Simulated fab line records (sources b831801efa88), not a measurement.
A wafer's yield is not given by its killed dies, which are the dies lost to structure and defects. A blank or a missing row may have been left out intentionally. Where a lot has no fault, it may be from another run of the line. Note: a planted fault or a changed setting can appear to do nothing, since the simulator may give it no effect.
Check for tools in common :: flow sky130 :: Sample size 13 lots and 39 wafers

== REASON IT WAS OPENED ==
Of 13 lots, 1 have the reading LDD_HVN_TW flagged at SKY_LDD_HVN_TW_MEAS_10. Wafers without a fault read 1441, standard deviation 11.
Rule: a lot gets a flag if all its wafers with a number sit over 4 standard deviations from that mean, or if no wafer of it has a number. The other lots count as sound.

lot: L873
measured: day 19 21:49
on: filmMetro-02
LDD_HVN_TW, wafer by wafer: 1434 1428 1428
flag: 

lot: L874
measured: day 20 09:34
on: filmMetro-02
LDD_HVN_TW, wafer by wafer: 1428 1434 1441
flag: 

lot: L875
measured: day 20 16:04
on: filmMetro-02
LDD_HVN_TW, wafer by wafer: 1431 1430 1430
flag: 

lot: L876
measured: day 20 23:59
on: filmMetro-02
LDD_HVN_TW, wafer by wafer: 1432 1430 1437
flag: 

lot: L877
measured: day 21 13:59
on: filmMetro-01
LDD_HVN_TW, wafer by wafer: 1464 1447 1463
flag: 

lot: L878
measured: day 22 03:32
on: filmMetro-02
LDD_HVN_TW, wafer by wafer: 1419 1424 1425
flag: 

lot: L881
measured: day 23 10:24
on: filmMetro-01
LDD_HVN_TW, wafer by wafer: 1444 1446 1446
flag: 

lot: L880
measured: day 23 15:50
on: filmMetro-01
LDD_HVN_TW, wafer by wafer: 1442 1443 1450
flag: 

lot: L883
measured: day 24 05:43
on: filmMetro-02
LDD_HVN_TW, wafer by wafer: 30 30 30
flag: FLAGGED

lot: L893
measured: day 27 17:55
on: filmMetro-01
LDD_HVN_TW, wafer by wafer: 1455 1463 1463
flag: 

lot: L894
measured: day 28 02:23
on: filmMetro-02
LDD_HVN_TW, wafer by wafer: 1427 1439 1433
flag: 

lot: L895
measured: day 28 02:55
on: filmMetro-02
LDD_HVN_TW, wafer by wafer: 1439 1431 1434
flag: 

lot: L896
measured: day 28 06:19
on: filmMetro-04
LDD_HVN_TW, wafer by wafer: 1456 1447 1453
flag: 
Averaged over the flagged lots the numbers come to 30, -1411 from the usual (-99 or more standard deviations).

== TOOL THAT RAN EACH LOT ==
3 process steps preceding the reading are held in the record, out of 708 steps in the route. Each cell gives the tool, then ch followed by the chambers the sampled wafers passed through, then the start.
lot: L873
flag: 
SKY_POLY_GATE_ETCH_16: rieDiel-04 ch 1,2,3, day 16 03:07
SKY_LDD_HVN_EXPOSE_04: ilineStepper-02 ch 0, day 19 06:22
SKY_LDD_HVN_STRIP_09: plasmaAsher-04 ch 0,1, day 19 21:43

lot: L874
flag: 
SKY_POLY_GATE_ETCH_16: rieDiel-03 ch 1,2,3, day 16 13:20
SKY_LDD_HVN_EXPOSE_04: ilineStepper-01 ch 0, day 19 18:28
SKY_LDD_HVN_STRIP_09: plasmaAsher-02 ch 0,1, day 20 09:28

lot: L875
flag: 
SKY_POLY_GATE_ETCH_16: rieDiel-04 ch 1,2,3, day 16 19:16
SKY_LDD_HVN_EXPOSE_04: ilineStepper-01 ch 0, day 20 01:22
SKY_LDD_HVN_STRIP_09: plasmaAsher-01 ch 0,1, day 20 15:59

lot: L876
flag: 
SKY_POLY_GATE_ETCH_16: rieDiel-04 ch 1,2,3, day 17 01:57
SKY_LDD_HVN_EXPOSE_04: ilineStepper-01 ch 0, day 20 09:15
SKY_LDD_HVN_STRIP_09: plasmaAsher-04 ch 0,1, day 20 23:53

lot: L877
flag: 
SKY_POLY_GATE_ETCH_16: rieDiel-04 ch 0,2, day 17 15:24
SKY_LDD_HVN_EXPOSE_04: ilineStepper-02 ch 0, day 20 22:55
SKY_LDD_HVN_STRIP_09: plasmaAsher-04 ch 0,1, day 21 13:55

lot: L878
flag: 
SKY_POLY_GATE_ETCH_16: rieDiel-03 ch 1,2,3, day 18 03:28
SKY_LDD_HVN_EXPOSE_04: ilineStepper-02 ch 0, day 21 11:49
SKY_LDD_HVN_STRIP_09: plasmaAsher-01 ch 0,1, day 22 03:26

lot: L881
flag: 
SKY_POLY_GATE_ETCH_16: rieDiel-03 ch 0,1,3, day 19 12:56
SKY_LDD_HVN_EXPOSE_04: ilineStepper-02 ch 0, day 22 19:05
SKY_LDD_HVN_STRIP_09: plasmaAsher-01 ch 0,1, day 23 10:17

lot: L880
flag: 
SKY_POLY_GATE_ETCH_16: rieDiel-01 ch 0,3, day 19 12:49
SKY_LDD_HVN_EXPOSE_04: ilineStepper-02 ch 0, day 23 00:34
SKY_LDD_HVN_STRIP_09: plasmaAsher-01 ch 0,1, day 23 15:44

lot: L883
flag: FLAGGED
SKY_POLY_GATE_ETCH_16: rieDiel-03 ch 1,2,3, day 20 01:34
SKY_LDD_HVN_EXPOSE_04: ilineStepper-01 ch 0, day 23 14:37
SKY_LDD_HVN_STRIP_09: plasmaAsher-02 ch 0,1, day 24 05:37

lot: L893
flag: 
SKY_POLY_GATE_ETCH_16: rieDiel-03 ch 0,3, day 23 21:07
SKY_LDD_HVN_EXPOSE_04: ilineStepper-01 ch 0, day 27 03:11
SKY_LDD_HVN_STRIP_09: plasmaAsher-04 ch 0,1, day 27 17:49

lot: L894
flag: 
SKY_POLY_GATE_ETCH_16: rieDiel-04 ch 0,1,2, day 24 07:37
SKY_LDD_HVN_EXPOSE_04: ilineStepper-01 ch 0, day 27 12:01
SKY_LDD_HVN_STRIP_09: plasmaAsher-02 ch 1, day 28 02:17

lot: L895
flag: 
SKY_POLY_GATE_ETCH_16: rieDiel-03 ch 2,3, day 24 08:34
SKY_LDD_HVN_EXPOSE_04: ilineStepper-01 ch 0, day 27 12:38
SKY_LDD_HVN_STRIP_09: plasmaAsher-04 ch 0, day 28 02:49

lot: L896
flag: 
SKY_POLY_GATE_ETCH_16: rieDiel-04 ch 0,1,2, day 24 10:59
SKY_LDD_HVN_EXPOSE_04: ilineStepper-01 ch 0, day 27 15:58
SKY_LDD_HVN_STRIP_09: plasmaAsher-02 ch 0,1, day 28 06:13
What the steps here do:
- SKY_POLY_GATE_ETCH_16: etches Si3N4 in CH3F/O2, stops on poly-Si, time 147.5 s, target depth 75 nm.
- SKY_LDD_HVN_EXPOSE_04: exposes mask HVNTM, target cd 700 nm.
- SKY_LDD_HVN_STRIP_09: strips in O2/N2.
- SKY_LDD_HVN_TW_MEAS_10

== FLAGGED AGAINST TOTAL, ONE TOOL AT A TIME (gauges that did the reading follow at the end) ==
step: SKY_POLY_GATE_ETCH_16
tool: rieDiel-01
lots run: 1
flagged: 0
share of the flagged lots: none
sound lots run after its first flagged lot: -

step: SKY_POLY_GATE_ETCH_16
tool: rieDiel-03
lots run: 6
flagged: 1
share of the flagged lots: all
sound lots run after its first flagged lot: 2 (L893,L895)

step: SKY_POLY_GATE_ETCH_16
tool: rieDiel-04
lots run: 6
flagged: 0
share of the flagged lots: none
sound lots run after its first flagged lot: -

step: SKY_LDD_HVN_EXPOSE_04
tool: ilineStepper-01
lots run: 8
flagged: 1
share of the flagged lots: all
sound lots run after its first flagged lot: 4 (L893,L894,L895,L896)

step: SKY_LDD_HVN_EXPOSE_04
tool: ilineStepper-02
lots run: 5
flagged: 0
share of the flagged lots: none
sound lots run after its first flagged lot: -

step: SKY_LDD_HVN_STRIP_09
tool: plasmaAsher-01
lots run: 4
flagged: 0
share of the flagged lots: none
sound lots run after its first flagged lot: -

step: SKY_LDD_HVN_STRIP_09
tool: plasmaAsher-02
lots run: 4
flagged: 1
share of the flagged lots: all
sound lots run after its first flagged lot: 2 (L894,L896)

step: SKY_LDD_HVN_STRIP_09
tool: plasmaAsher-04
lots run: 5
flagged: 0
share of the flagged lots: none
sound lots run after its first flagged lot: -

step: SKY_LDD_HVN_TW_MEAS_10
tool: filmMetro-01
lots run: 4
flagged: 0
share of the flagged lots: none
sound lots run after its first flagged lot: -

step: SKY_LDD_HVN_TW_MEAS_10
tool: filmMetro-02
lots run: 8
flagged: 1
share of the flagged lots: all
sound lots run after its first flagged lot: 2 (L894,L895)

step: SKY_LDD_HVN_TW_MEAS_10
tool: filmMetro-04
lots run: 1
flagged: 0
share of the flagged lots: none
sound lots run after its first flagged lot: -

== WHAT IS ALLOWED BY THE TABLE ==
4 rows of the table ran every flagged lot: rieDiel-03 at SKY_POLY_GATE_ETCH_16, ilineStepper-01 at SKY_LDD_HVN_EXPOSE_04, plasmaAsher-02 at SKY_LDD_HVN_STRIP_09, filmMetro-02 at SKY_LDD_HVN_TW_MEAS_10.
- rieDiel-03 at SKY_POLY_GATE_ETCH_16 ran 6 lots, 1 of them flagged. Lots that were sound ran on it after the first flagged one (L893, L895); a persistent fault on the entire tool would not allow that.
- ilineStepper-01 at SKY_LDD_HVN_EXPOSE_04 ran 8 lots, 1 of them flagged. Lots that were sound ran on it after the first flagged one (L893, L894, L895, L896); a persistent fault on the entire tool would not allow that.
- plasmaAsher-02 at SKY_LDD_HVN_STRIP_09 ran 4 lots, 1 of them flagged. Lots that were sound ran on it after the first flagged one (L894, L896); a persistent fault on the entire tool would not allow that.
- filmMetro-02 at SKY_LDD_HVN_TW_MEAS_10 ran 8 lots, 1 of them flagged. Lots that were sound ran on it after the first flagged one (L894, L895); a persistent fault on the entire tool would not allow that.
Every row of the table either missed a flagged lot or ran a sound lot after the first.

== WHAT HAD BEEN PUT IN BY THE SIMULATOR ==
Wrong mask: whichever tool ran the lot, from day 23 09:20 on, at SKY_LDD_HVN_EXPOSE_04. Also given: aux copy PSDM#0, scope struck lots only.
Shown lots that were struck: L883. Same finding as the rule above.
